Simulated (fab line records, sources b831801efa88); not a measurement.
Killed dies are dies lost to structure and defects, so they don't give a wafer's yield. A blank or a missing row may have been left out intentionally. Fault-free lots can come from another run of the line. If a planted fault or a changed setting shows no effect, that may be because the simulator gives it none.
A struck lot beside a sound one | flow sky130 | 31 steps out of a route of 708
Sound: these wafers, L734.1, L734.3, L734.6. Struck: wafers L738.2, L738.3, L738.4. At the end, the cause is stated.
Order at every step that has rows: each side's tool, ch and its chambers, its first start. Under that, the readings that differ: sound wafers | struck wafers | difference of the means | sigmas: that difference in standard deviations of wafers without a fault.
alike: readings whose means differ by less than 2 such deviations, and words and numbers that are the same on both sides. not compared: withheld readings, readings that some wafer has no value for, bounds like >300 that may hide the same value, and numbers for which the record gives no deviation and whose values overlap.
A row with sigmas, a row that says differs or no value, or rows on one side alone: a step with any of these is where the two part. Numbers that have no deviation but don't overlap get no sigmas and don't part them. Lack of a reading on every wafer of one side parts them only where that side has two or more wafers.

first, 1 step without rows for these wafers: SKY_PWDE_IMPLANT_08.
SKY_PWDE_STRIP_09: strips in O2/N2.
  sound on plasma_asher-03 ch 1, day 5 00:37; struck on plasma_asher-04 ch 0,1, day 6 04:58
  reading                      | sound             | struck            | difference | sigmas
  strip_time_to_endpoint_s (s) | 36.71 36.79 36.70 | 36.86 36.98 37.00 | +0.21      | +2
  alike: drypump_motor_current_A, oes_product_au
  not compared: rf_hours_counter_h
SKY_PWDE_TW_MEAS_10:
  sound: film_metro-01 at day 5 00:43; struck: film_metro-01 at day 6 05:05
  alike: PWDE_TW
then, 7 steps without rows for these wafers: SKY_NWELL_DEHYDRATE_03 (time 60 s); SKY_NWELL_HMDS_04 (prime time 60 s); SKY_NWELL_COAT_05 (resist thk 3000 nm); SKY_NWELL_SOFTBAKE_06; SKY_NWELL_EXPOSE_07 (exposes mask NWM, target cd 840 nm); SKY_NWELL_PEB_08; SKY_NWELL_DEVELOP_09 (develop time 60 s).
SKY_NWELL_OVL_MEAS_10:
  sound: overlay-01 at day 5 18:36; struck: overlay-01 at day 7 00:05
  alike: NWELL_00_OVL
then, 1 step without rows for these wafers: SKY_NWELL_IMPLANT_11.
SKY_NWELL_IMPLANT_12:
  sound on implanter-01 ch 0, day 5 18:47; struck on implanter-04 ch 0, day 7 00:17
  reading            | sound                            | struck                           | difference  | sigmas
  dose_ions_cm2      | 1.3033e+12 1.3015e+12 1.3029e+12 | 1.9788e+12 1.9813e+12 1.9789e+12 | +6.7710e+11 | +99 or more
  faraday_current_uA | 7.29 7.09 7.44                   | 11.33 11.31 11.06                | +3.96       | +28
then, 1 step without rows for these wafers: SKY_NWELL_IMPLANT_13.
SKY_NWELL_STRIP_14: strips in O2/N2.
  sound on plasma_asher-02 ch 0,1, day 5 19:05; struck on plasma_asher-02 ch 0,1, day 7 00:34
  alike: drypump_motor_current_A, oes_product_au, strip_time_to_endpoint_s
  not compared: rf_hours_counter_h
SKY_NWELL_TW_MEAS_15:
  sound: film_metro-02 at day 5 19:11; struck: film_metro-02 at day 7 00:41
  alike: NWELL_TW
then, 7 steps without rows for these wafers: SKY_NWELL_DEHYDRATE_16 (time 60 s); SKY_NWELL_HMDS_17 (prime time 60 s); SKY_NWELL_COAT_18 (resist thk 3000 nm); SKY_NWELL_SOFTBAKE_19; SKY_NWELL_EXPOSE_20 (exposes mask NWM COMPLEMENT, target cd 840 nm); SKY_NWELL_PEB_21; SKY_NWELL_DEVELOP_22 (develop time 60 s).
SKY_NWELL_OVL_MEAS_23:
  sound: overlay-01 at day 6 13:56; struck: overlay-01 at day 7 20:50
  alike: NWELL_01_OVL
then, 1 step without rows for these wafers: SKY_NWELL_IMPLANT_24.
SKY_NWELL_STRIP_25: strips in O2/N2.
  sound on plasma_asher-03 ch 0,1, day 6 14:07; struck on plasma_asher-02 ch 0,1, day 7 21:01
  alike: drypump_motor_current_A, oes_product_au, strip_time_to_endpoint_s
  not compared: rf_hours_counter_h
SKY_NWELL_TW_MEAS_26:
  sound: film_metro-01 at day 6 14:13; struck: film_metro-04 at day 7 21:08
  reading    | sound       | struck      | difference | sigmas
  NWELL_2_TW | 486 488 488 | 506 507 507 | +19        | +2
then, 1 step without rows for these wafers: SKY_NWELL_CLEAN_27 (cleans in SC1/SC2, time 150 s).
SKY_NWELL_RTA_28: time 30 s.
  sound on rtp_anneal-01 ch 0, day 6 14:20; struck on rtp_anneal-02 ch 0, day 7 21:16
  alike: lamp_power_pct, ramp_down_c_per_s, wafer_temp_C_max
SKY_NWELL_RS_MEAS_29: uses a four-point probe to measure.
  sound: film_metro-02 at day 6 14:32; struck: film_metro-02 at day 7 21:27
  reading           | sound             | struck            | difference | sigmas
  NWELL_RS (ohm/sq) | 624.1 624.8 626.0 | 608.7 606.5 608.8 | -17.0      | -11
-- the record jumps here: 41 days lie between the struck wafers' starts before and after (it left off in module NWELL and takes up again in module PAD_OPEN, whose first step shown is number 708 of the route) --
SKY_PAD_OPEN_PROBE_99:
  sound: prober-02 at day 47 09:51; struck: prober-01 at day 48 20:50
  reading                                  | sound                        | struck                        | difference | sigmas
  model.etest.nfet_16v.r_on_ohm_um         | 1.448e+04 1.43e+04 1.428e+04 | 1.422e+04 1.344e+04 1.326e+04 | -7.133e+02 |
  model.etest.tip_p.rs_ohm_sq              | 7069 7083 7078               | 7139 7171 7092                | +57        |
  model.etest.tip_p_5v.rs_ohm_sq           | 2863 2868 2842               | 2970 2936 2970                | +101       |
  model.etest.pfet_01v8_lvt.drive_ua_um    | 171.4 167.2 173.6            | 161.1 160 160.9               | -10.1      |
  model.etest.pfet_01v8_lvt.off_log10_a_um | -9.302 -9.266 -9.263         | -10.38 -10.36 -10.43          | -1.11      |
  alike: killed_at_M0_to_M3, killed_at_M4_up, killed_at_contacts, killed_at_front_end, killed_at_other, killed_dies, killed_open, killed_short
  not compared: model.etest.pfet_g5v0d10v5.r_on_ohm_um, model.etest.pfet_g5v0d10v5.drive_ua_um, model.etest.pfet_01v8_mvt.drive_ua_um

== WHERE THEY PART ==
Earliest at SKY_PWDE_STRIP_09; latest, in this record, at SKY_NWELL_RS_MEAS_29. Later steps at which nothing parts them and some readings are alike: SKY_PAD_OPEN_PROBE_99.

WHY: what had been put in by the simulator
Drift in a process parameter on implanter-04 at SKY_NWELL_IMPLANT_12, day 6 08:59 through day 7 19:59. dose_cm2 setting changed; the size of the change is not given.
